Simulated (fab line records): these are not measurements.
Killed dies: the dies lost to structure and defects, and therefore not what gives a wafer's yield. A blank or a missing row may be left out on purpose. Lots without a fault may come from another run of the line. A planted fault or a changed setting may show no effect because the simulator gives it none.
Which tool did it? / flow sky130 / Sampling: 14 lots, 42 wafers, 3 of 708 route steps

## WHAT EACH GAUGE READ, for each wafer
SKY_SD_N_RS_MEAS_16: measurement is done with a four-point probe. Usual: SD_N_RS typically reads 68.53 ohm/sq, with standard deviation 0.1.
lot=L854; measured=day 28 22:28; on=film-metro-01; SD_N_RS (ohm/sq)=68.51 68.38 68.44; flag=
lot=L856; measured=day 29 11:26; on=film-metro-02; SD_N_RS (ohm/sq)=68.38 68.57 68.64; flag=
lot=L858; measured=day 30 03:36; on=film-metro-01; SD_N_RS (ohm/sq)=68.58 68.72 68.64; flag=
lot=L859; measured=day 30 10:08; on=film-metro-01; SD_N_RS (ohm/sq)=68.68 68.47 68.41; flag=
lot=L860; measured=day 30 14:02; on=film-metro-03; SD_N_RS (ohm/sq)=68.50 68.73 68.55; flag=
lot=L861; measured=day 31 03:24; on=film-metro-02; SD_N_RS (ohm/sq)=68.47 68.48 68.44; flag=
lot=L863; measured=day 31 13:50; on=film-metro-01; SD_N_RS (ohm/sq)=68.41 68.47 68.43; flag=
lot=L864; measured=day 32 06:51; on=film-metro-02; SD_N_RS (ohm/sq)=68.43 68.50 68.42; flag=
lot=L865; measured=day 32 13:09; on=film-metro-02; SD_N_RS (ohm/sq)=68.31 68.52 68.44; flag=
lot=L866; measured=day 32 20:53; on=film-metro-01; SD_N_RS (ohm/sq)=68.51 68.56 68.66; flag=
lot=L867; measured=day 33 07:23; on=film-metro-01; SD_N_RS (ohm/sq)=68.71 68.57 68.61; flag=
lot=L869; measured=day 33 18:30; on=film-metro-02; SD_N_RS (ohm/sq)=74.74 74.63 74.74; flag=OFF
lot=L871; measured=day 34 06:09; on=film-metro-02; SD_N_RS (ohm/sq)=74.85 74.59 74.75; flag=OFF
lot=L874; measured=day 35 02:47; on=film-metro-03; SD_N_RS (ohm/sq)=68.57 68.58 68.67; flag=

SKY_SD_N_RS_MEAS_17: measurement is done with a four-point probe. Usual: SD_P_RS typically reads 147.0 ohm/sq, with standard deviation 0.32.
lot=L854; measured=day 28 22:35; on=film-metro-01; SD_P_RS (ohm/sq)=146.3 146.6 147.1; flag=
lot=L856; measured=day 29 11:34; on=film-metro-02; SD_P_RS (ohm/sq)=146.6 146.9 147.1; flag=
lot=L858; measured=day 30 03:43; on=film-metro-01; SD_P_RS (ohm/sq)=147.4 146.8 146.9; flag=
lot=L859; measured=day 30 10:16; on=film-metro-01; SD_P_RS (ohm/sq)=146.9 146.6 146.9; flag=
lot=L860; measured=day 30 14:10; on=film-metro-03; SD_P_RS (ohm/sq)=147.3 147.1 147.1; flag=
lot=L861; measured=day 31 03:31; on=film-metro-02; SD_P_RS (ohm/sq)=146.8 147.0 146.5; flag=
lot=L863; measured=day 31 13:57; on=film-metro-01; SD_P_RS (ohm/sq)=146.5 146.4 146.1; flag=
lot=L864; measured=day 32 06:58; on=film-metro-02; SD_P_RS (ohm/sq)=146.7 146.6 146.8; flag=
lot=L865; measured=day 32 13:16; on=film-metro-02; SD_P_RS (ohm/sq)=146.5 146.9 146.5; flag=
lot=L866; measured=day 32 21:00; on=film-metro-01; SD_P_RS (ohm/sq)=147.4 147.0 147.3; flag=
lot=L867; measured=day 33 07:30; on=film-metro-01; SD_P_RS (ohm/sq)=147.6 147.1 147.0; flag=
lot=L869; measured=day 33 18:37; on=film-metro-02; SD_P_RS (ohm/sq)=185.9 185.4 185.6; flag=OFF
lot=L871; measured=day 34 06:16; on=film-metro-02; SD_P_RS (ohm/sq)=185.4 185.4 185.4; flag=OFF
lot=L874; measured=day 35 02:55; on=film-metro-03; SD_P_RS (ohm/sq)=146.8 147.0 146.9; flag=

## WHAT TOOL EACH LOT RAN ON (gives the tool, then ch and the chambers of the sampled wafers, and finally the start)
lot=L854; SKY_SD_N_RTA_14=rtp-anneal-02 ch 0, day 28 22:17
lot=L856; SKY_SD_N_RTA_14=rtp-anneal-02 ch 0, day 29 11:16
lot=L858; SKY_SD_N_RTA_14=rtp-anneal-02 ch 0, day 30 03:26
lot=L859; SKY_SD_N_RTA_14=rtp-anneal-01 ch 0, day 30 09:58
lot=L860; SKY_SD_N_RTA_14=rtp-anneal-02 ch 0, day 30 13:52
lot=L861; SKY_SD_N_RTA_14=rtp-anneal-01 ch 0, day 31 03:11
lot=L863; SKY_SD_N_RTA_14=rtp-anneal-01 ch 0, day 31 13:40
lot=L864; SKY_SD_N_RTA_14=rtp-anneal-02 ch 0, day 32 06:39
lot=L865; SKY_SD_N_RTA_14=rtp-anneal-01 ch 0, day 32 12:57
lot=L866; SKY_SD_N_RTA_14=rtp-anneal-02 ch 0, day 32 20:39
lot=L867; SKY_SD_N_RTA_14=rtp-anneal-01 ch 0, day 33 07:11
lot=L869; SKY_SD_N_RTA_14=rtp-anneal-01 ch 0, day 33 18:20
lot=L871; SKY_SD_N_RTA_14=rtp-anneal-01 ch 0, day 34 05:59
lot=L874; SKY_SD_N_RTA_14=rtp-anneal-02 ch 0, day 35 02:34
- SKY_SD_N_RTA_14: time 2 s.

## AS READ BY THE TOOLS THEMSELVES (means over the sampled wafers that have a number; for cases with no such wafer, the mark the record gives instead)
SKY_SD_N_RTA_14. Usual: lamp-power-pct 15.73 %, standard deviation 0.05; wafer_temp_C_max 1078.1, standard deviation 1.4.
lot=L854; tool=rtp-anneal-02; lamp-power-pct (%)=15.75; wafer_temp_C_max=1077.3; flag=
lot=L856; tool=rtp-anneal-02; lamp-power-pct (%)=15.70; wafer_temp_C_max=1079.2; flag=
lot=L858; tool=rtp-anneal-02; lamp-power-pct (%)=15.72; wafer_temp_C_max=1078.6; flag=
lot=L859; tool=rtp-anneal-01; lamp-power-pct (%)=15.70; wafer_temp_C_max=1078.8; flag=
lot=L860; tool=rtp-anneal-02; lamp-power-pct (%)=15.72; wafer_temp_C_max=1076.2; flag=
lot=L861; tool=rtp-anneal-01; lamp-power-pct (%)=15.75; wafer_temp_C_max=1078.5; flag=
lot=L863; tool=rtp-anneal-01; lamp-power-pct (%)=15.76; wafer_temp_C_max=1077.2; flag=
lot=L864; tool=rtp-anneal-02; lamp-power-pct (%)=15.74; wafer_temp_C_max=1078.0; flag=
lot=L865; tool=rtp-anneal-01; lamp-power-pct (%)=15.75; wafer_temp_C_max=1078.2; flag=
lot=L866; tool=rtp-anneal-02; lamp-power-pct (%)=15.70; wafer_temp_C_max=1077.4; flag=
lot=L867; tool=rtp-anneal-01; lamp-power-pct (%)=15.75; wafer_temp_C_max=1077.9; flag=
lot=L869; tool=rtp-anneal-01; lamp-power-pct (%)=14.32; wafer_temp_C_max=1077.8; flag=OFF
lot=L871; tool=rtp-anneal-01; lamp-power-pct (%)=14.25; wafer_temp_C_max=1077.6; flag=OFF
lot=L874; tool=rtp-anneal-02; lamp-power-pct (%)=15.74; wafer_temp_C_max=1078.2; flag=

## THE ANSWER, worked out from the rows above alone
Rule: a lot is off if the mean of its wafers that have a number lies more than 3 standard deviations from the usual mean. A lot without any number at a reading at which 4 lots or more have one is off too. The other lots that the step has rows for count as sound. Order of review: gauges by route order, followed by the tools' own readings, for which a lot's mean as printed above is used. The first step at which some lot is off is used, and at that step the reading that is off furthest; a lot without a number counts as furthest.
Off: at SKY_SD_N_RS_MEAS_16 (SD_N_RS), L869, L871.
A tool fits if, at a process step before that reading, it ran every lot that is off, and no sound lot after the first of them. Not tried: the gauges at SKY_SD_N_RS_MEAS_16; whatever is off there is also off at SKY_SD_N_RTA_14, on other tools, and gauge error can't account for it. One candidate fits, namely rtp-anneal-01 at SKY_SD_N_RTA_14. A fault onset in the window from L867 (day 33 07:11, its last sound lot) to L869 (day 33 18:20, its first lot off) fits.
On the lots that are off, the tool's own readings at SKY_SD_N_RTA_14 differ by more than 5 times the standard deviation of the sound lots' means, which bears it out; lamp-power-pct reads 14.29 % there versus 15.73 % on the sound lots.

## WHAT THE SIMULATOR HAD INSERTED
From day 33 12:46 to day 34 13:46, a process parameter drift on rtp-anneal-01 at SKY_SD_N_RTA_14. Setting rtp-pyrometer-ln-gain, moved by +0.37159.
Struck lots among those shown: L869, L871. The rule above reached the same finding.
